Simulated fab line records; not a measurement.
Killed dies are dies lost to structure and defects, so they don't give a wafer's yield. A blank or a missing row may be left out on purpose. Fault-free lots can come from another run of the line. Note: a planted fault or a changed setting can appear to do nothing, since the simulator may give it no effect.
What tool caused it? | flow gf180mcu | 12 lots with 36 wafers sampled at 2 steps, on a route of 602 steps

## WHAT EACH GAUGE READ, for each wafer
GF_M1_CD_MEAS_14: the cd target is 230 nm. Usual: cd-nm at 229.9 nm, with a standard deviation of 1.2.
lot  | measured     | on        | cd-nm (nm)        | flag
L643 | day 17 20:59 | cd-sem-02 | 229.9 228.9 228.3 |
L644 | day 18 12:49 | cd-sem-02 | 231.0 230.3 229.7 |
L646 | day 19 06:10 | cd-sem-02 | 226.3 227.5 227.3 |
L647 | day 19 18:37 | cd-sem-01 | 229.7 230.0 229.8 |
L656 | day 22 20:29 | cd-sem-01 | 230.1 230.0 230.5 |
L657 | day 23 03:50 | cd-sem-02 | 229.1 230.5 229.5 |
L658 | day 23 05:40 | cd-sem-02 | 229.4 230.9 230.5 |
L659 | day 23 11:01 | cd-sem-01 | 227.8 228.1 228.0 |
L661 | day 24 03:13 | cd-sem-02 | 230.8 231.1 230.4 |
L663 | day 24 21:36 | cd-sem-02 | 231.2 231.5 230.1 |
L664 | day 24 23:09 | cd-sem-02 | 231.2 231.4 231.0 |
L665 | day 25 05:19 | cd-sem-01 | 229.2 229.7 228.9 |

GF_M1_OVL_MEAS_15. Usual: for M1_OVL the level is -2 nm and the standard deviation is 6.9.
lot  | measured     | on         | M1_OVL (nm) | flag
L643 | day 17 21:07 | overlay-01 | -4 -3 -2    |
L644 | day 18 12:56 | overlay-02 | -2 -9 -7    |
L646 | day 19 06:17 | overlay-02 | -10 -12 -12 |
L647 | day 19 18:44 | overlay-02 | 5 11 -1     |
L656 | day 22 20:36 | overlay-01 | 6 5 8       |
L657 | day 23 03:57 | overlay-01 | 10 -4 11    |
L658 | day 23 05:47 | overlay-01 | -8 -9 -3    |
L659 | day 23 11:08 | overlay-02 | 7 4 -1      |
L661 | day 24 03:20 | overlay-02 | -16 -11 -13 |
L663 | day 24 21:42 | overlay-02 | -12 -10 -13 |
L664 | day 24 23:15 | overlay-02 | -5 -3 -9    |
L665 | day 25 05:26 | overlay-01 | 10 5 8      |

## EACH LOT AND THE TOOL THAT RAN IT (in order: tool; ch and the chambers of the sampled wafers; start)
The record shows no process step preceding these readings.

## WHAT THE TOOLS THEMSELVES READ (means of the sampled wafers that have a number; where no wafer has one, the mark that the record gives instead)
The record holds no such reading with a usual standard deviation.

## THE ANSWER, worked out from the rows above alone
Rule: take the mean of a lot's wafers that have a number; if it is more than 3 standard deviations from the usual mean, the lot is off. Also off: a lot with no number at a reading for which 4 or more lots have one. All remaining lots with rows at the step are treated as sound. After the gauges, taken in route order, come the tools' own readings; for these a lot's mean is taken, as printed above. At the first step where some lot is off, the reading lying furthest off is the one used; lots without a number count as furthest.
No lot is off on any of the readings shown, so nothing can be concluded from this.

## WHAT THE SIMULATOR PUT IN
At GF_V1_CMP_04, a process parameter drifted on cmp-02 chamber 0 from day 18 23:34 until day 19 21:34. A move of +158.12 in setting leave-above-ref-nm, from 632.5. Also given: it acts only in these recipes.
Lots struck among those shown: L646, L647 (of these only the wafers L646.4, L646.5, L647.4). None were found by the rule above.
